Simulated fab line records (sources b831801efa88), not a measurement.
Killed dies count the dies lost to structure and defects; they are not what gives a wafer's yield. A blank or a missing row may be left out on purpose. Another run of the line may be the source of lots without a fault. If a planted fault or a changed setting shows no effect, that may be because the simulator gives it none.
What tool caused it? :: flow sky130 :: Sampling: 10 lots, 30 wafers, 2 of 708 route steps

## WHAT THE GAUGES SHOWED, per wafer
SKY_VIA1_RS_MEAS_22: measurement is done with a four-point probe.
lot: L396
measured: day 33 22:39
on: film-metro-01
VIA1_W_RS (ohm/sq): 0.427 0.429 0.427

lot: L398
measured: day 34 17:20
on: film-metro-04
VIA1_W_RS (ohm/sq): 0.428 0.425 0.428

lot: L400
measured: day 35 08:30
on: film-metro-02
VIA1_W_RS (ohm/sq): 0.423 0.424 0.420

lot: L401
measured: day 35 18:07
on: film-metro-02
VIA1_W_RS (ohm/sq): 0.417 0.417 0.423

lot: L405
measured: day 38 09:02
on: film-metro-02
VIA1_W_RS (ohm/sq): 0.432 0.432 0.432

lot: L407
measured: day 38 11:55
on: film-metro-01
VIA1_W_RS (ohm/sq): 0.435 0.432 0.432

lot: L409
measured: day 38 12:09
on: film-metro-02
VIA1_W_RS (ohm/sq): 0.424 0.432 0.324 0.425 0.434 0.325

lot: L408
measured: day 38 14:40
on: film-metro-04
VIA1_W_RS (ohm/sq): 0.321 0.322 0.427 0.321 0.323 0.426

lot: L414
measured: day 39 14:52
on: film-metro-01
VIA1_W_RS (ohm/sq): 0.428 0.434 0.425

lot: L419
measured: day 41 17:05
on: film-metro-01
VIA1_W_RS (ohm/sq): 0.429 0.428 0.427

## EACH LOT AND THE TOOL THAT RAN IT (in order: tool; ch and the chambers of the sampled wafers; start)
lot: L396
SKY_VIA1_CVD_21: cvd-w-02 ch 0,1, day 33 22:32

lot: L398
SKY_VIA1_CVD_21: cvd-w-01 ch 0,1, day 34 17:14

lot: L400
SKY_VIA1_CVD_21: cvd-w-01 ch 0,1, day 35 08:25

lot: L401
SKY_VIA1_CVD_21: cvd-w-01 ch 0,1, day 35 18:01

lot: L405
SKY_VIA1_CVD_21: cvd-w-02 ch 0,1, day 38 08:56

lot: L407
SKY_VIA1_CVD_21: cvd-w-02 ch 1, day 38 11:49

lot: L409
SKY_VIA1_CVD_21: cvd-w-02 ch 0,1, day 38 12:03

lot: L408
SKY_VIA1_CVD_21: cvd-w-02 ch 0,1, day 38 14:34

lot: L414
SKY_VIA1_CVD_21: cvd-w-01 ch 0, day 39 14:46

lot: L419
SKY_VIA1_CVD_21: cvd-w-02 ch 0,1, day 41 16:59
- SKY_VIA1_CVD_21: deposits W, target thk 270 nm, time 80.902 s.

## THE ANSWER, worked out from the rows above alone
Rule: the usual values come from the lots themselves. The widest of any qualifying gaps counts: lots, ordered by their means at a reading, are off when they make up no more than a third of the lots, leave a main group of 4 or more, and stand apart from it by 3 or more times the standard deviation of that group's means. If all means in a main group match to the digits the tables above print for the reading, that group is not used. Also off: a lot with no number at a reading for which 4 or more lots have one. Where the step has rows for the other lots, those lots are counted as sound.
Off: L409, L408, seen at SKY_VIA1_RS_MEAS_22 (VIA1_W_RS). The main group has a mean of 0.427 ohm/sq with a standard deviation of 0.0044.
A tool fits if, at a process step before that reading, it ran every lot that is off, and no sound lot after the first of them. Those tools and the gauges at SKY_VIA1_RS_MEAS_22 are tried in the same way. None of those tried fits.

## WHAT THE SIMULATOR HAD PUT IN
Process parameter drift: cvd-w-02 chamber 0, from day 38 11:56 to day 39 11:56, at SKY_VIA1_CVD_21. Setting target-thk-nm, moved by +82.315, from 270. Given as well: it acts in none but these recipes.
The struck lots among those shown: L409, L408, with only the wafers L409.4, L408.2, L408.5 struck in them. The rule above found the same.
